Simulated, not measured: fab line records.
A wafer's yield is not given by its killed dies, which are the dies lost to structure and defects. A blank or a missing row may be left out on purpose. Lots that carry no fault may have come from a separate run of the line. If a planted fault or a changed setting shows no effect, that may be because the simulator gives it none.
The tool behind it: which one? | flow sky130 | 33 wafers from 11 lots sampled at 4 of the route's 708 steps

WHAT THE GAUGES READ, wafer by wafer
SKY_SD_P_CD_MEAS_07: target cd 380 nm. Usual: 380.2 nm for cd-nm, sd 1.9.
lot  | measured     | on        | cd-nm (nm)        | flag
L564 | day 25 23:44 | cd-sem-02 | 381.1 379.7 380.4 |
L565 | day 26 15:40 | cd-sem-01 | - - -             | OFF
L566 | day 27 00:29 | cd-sem-01 | 377.8 377.6 379.3 |
L568 | day 27 09:31 | cd-sem-01 | 378.9 377.1 377.0 |
L575 | day 30 02:00 | cd-sem-02 | 380.4 378.5 380.4 |
L577 | day 30 13:08 | cd-sem-02 | 381.3 380.7 382.3 |
L579 | day 31 12:07 | cd-sem-02 | 383.1 382.5 380.4 |
L581 | day 31 19:59 | cd-sem-01 | 382.4 381.8 381.9 |
L582 | day 32 08:01 | cd-sem-02 | 380.4 378.9 378.7 |
L583 | day 32 10:23 | cd-sem-01 | 380.4 381.1 378.0 |
L584 | day 32 18:46 | cd-sem-01 | 380.5 382.0 378.6 |

SKY_SD_P_TW_MEAS_11. Usual: for SD_P_TW the level is 2829 and the standard deviation is 17.
lot  | measured     | on            | SD_P_TW           | flag
L564 | day 26 00:09 | film-metro-02 | 2836 2862 2841    |
L565 | day 26 16:03 | film-metro-01 | 30 30 30 30 30 30 | OFF
L566 | day 27 00:54 | film-metro-01 | 2807 2806 2829    |
L568 | day 27 09:55 | film-metro-02 | 2840 2853 2850    |
L575 | day 30 02:23 | film-metro-01 | 2829 2842 2841    |
L577 | day 30 13:33 | film-metro-02 | 2845 2860 2853    |
L579 | day 31 12:31 | film-metro-02 | 2833 2855 2844    |
L581 | day 31 20:24 | film-metro-03 | 2831 2813 2801    |
L582 | day 32 08:23 | film-metro-02 | 2842 2827 2845    |
L583 | day 32 10:46 | film-metro-01 | 2816 2814 2832    |
L584 | day 32 19:10 | film-metro-01 | 2818 2813 2803    |

SKY_LI_CONTACT_BOW_MEAS_03. Usual: for LI_CONTACT_BOW the level is 57 um and the standard deviation is 7.1.
lot  | measured     | on            | LI_CONTACT_BOW (um) | flag
L564 | day 28 11:34 | film-metro-03 | 55 57 55            |
L566 | day 29 11:43 | film-metro-01 | 47 64 58            |
L568 | day 29 20:04 | film-metro-03 | 64 58 56            |
L575 | day 32 10:33 | film-metro-03 | 54 64 49            |
L577 | day 32 22:11 | film-metro-02 | 64 67 66            |
L579 | day 33 19:32 | film-metro-03 | 51 56 59            |
L581 | day 34 04:23 | film-metro-02 | 55 58 48            |
L582 | day 34 15:10 | film-metro-01 | 63 56 47            |
L583 | day 34 17:24 | film-metro-01 | 53 45 55            |
L584 | day 35 12:07 | film-metro-03 | 64 61 59            |

EACH LOT AND THE TOOL THAT RAN IT (in order: tool; ch and the chambers of the sampled wafers; start)
lot  | SKY_SD_P_EXPOSE_04
L564 | iline-stepper-02 ch 0, day 25 09:01
L565 | iline-stepper-01 ch 0, day 26 01:17
L566 | iline-stepper-02 ch 0, day 26 09:20
L568 | iline-stepper-01 ch 0, day 26 19:25
L575 | iline-stepper-01 ch 0, day 29 12:48
L577 | iline-stepper-01 ch 0, day 29 23:34
L579 | iline-stepper-01 ch 0, day 30 23:14
L581 | iline-stepper-01 ch 0, day 31 07:04
L582 | iline-stepper-01 ch 0, day 31 18:37
L583 | iline-stepper-01 ch 0, day 31 20:36
L584 | iline-stepper-02 ch 0, day 32 05:57
- SKY_SD_P_EXPOSE_04: exposes mask PSDM, target cd 380 nm.

WHAT THE TOOLS THEMSELVES READ (means of the sampled wafers that have a number; where no wafer has one, the mark that the record gives instead)
SKY_SD_P_EXPOSE_04. Usual: 23.03 C for reticle-temp-C, sd 0.095.
lot  | tool             | reticle-temp-C (C) | flag
L564 | iline-stepper-02 | 23.07              |
L565 | iline-stepper-01 | 22.90              |
L566 | iline-stepper-02 | 23.08              |
L568 | iline-stepper-01 | 22.98              |
L575 | iline-stepper-01 | 22.98              |
L577 | iline-stepper-01 | 23.05              |
L579 | iline-stepper-01 | 22.87              |
L581 | iline-stepper-01 | 22.92              |
L582 | iline-stepper-01 | 23.09              |
L583 | iline-stepper-01 | 23.07              |
L584 | iline-stepper-02 | 22.98              |

THE ANSWER, worked out from the rows above alone
Rule: a lot is off if the mean of its wafers that have a number lies more than 3 standard deviations from the usual mean. A lot without any number at a reading at which 4 lots or more have one is off too. All remaining lots with rows at the step are treated as sound. First the gauges in route order, then the tools' own readings, where a lot's mean is used as printed above. At the first step where some lot is off, the reading lying furthest off is the one used; lots without a number count as furthest.
Off at SKY_SD_P_CD_MEAS_07 (cd-nm): L565. Without a number there: L565.
If a tool, at a process step before that reading, ran all the lots that are off and no sound lot after the first of them, it fits. Not tried: the gauges at SKY_SD_P_CD_MEAS_07; whatever is off there is also off at SKY_SD_P_TW_MEAS_11, on other tools, and gauge error can't account for it. No candidate that was tried fits.

WHAT THE SIMULATOR HAD INSERTED
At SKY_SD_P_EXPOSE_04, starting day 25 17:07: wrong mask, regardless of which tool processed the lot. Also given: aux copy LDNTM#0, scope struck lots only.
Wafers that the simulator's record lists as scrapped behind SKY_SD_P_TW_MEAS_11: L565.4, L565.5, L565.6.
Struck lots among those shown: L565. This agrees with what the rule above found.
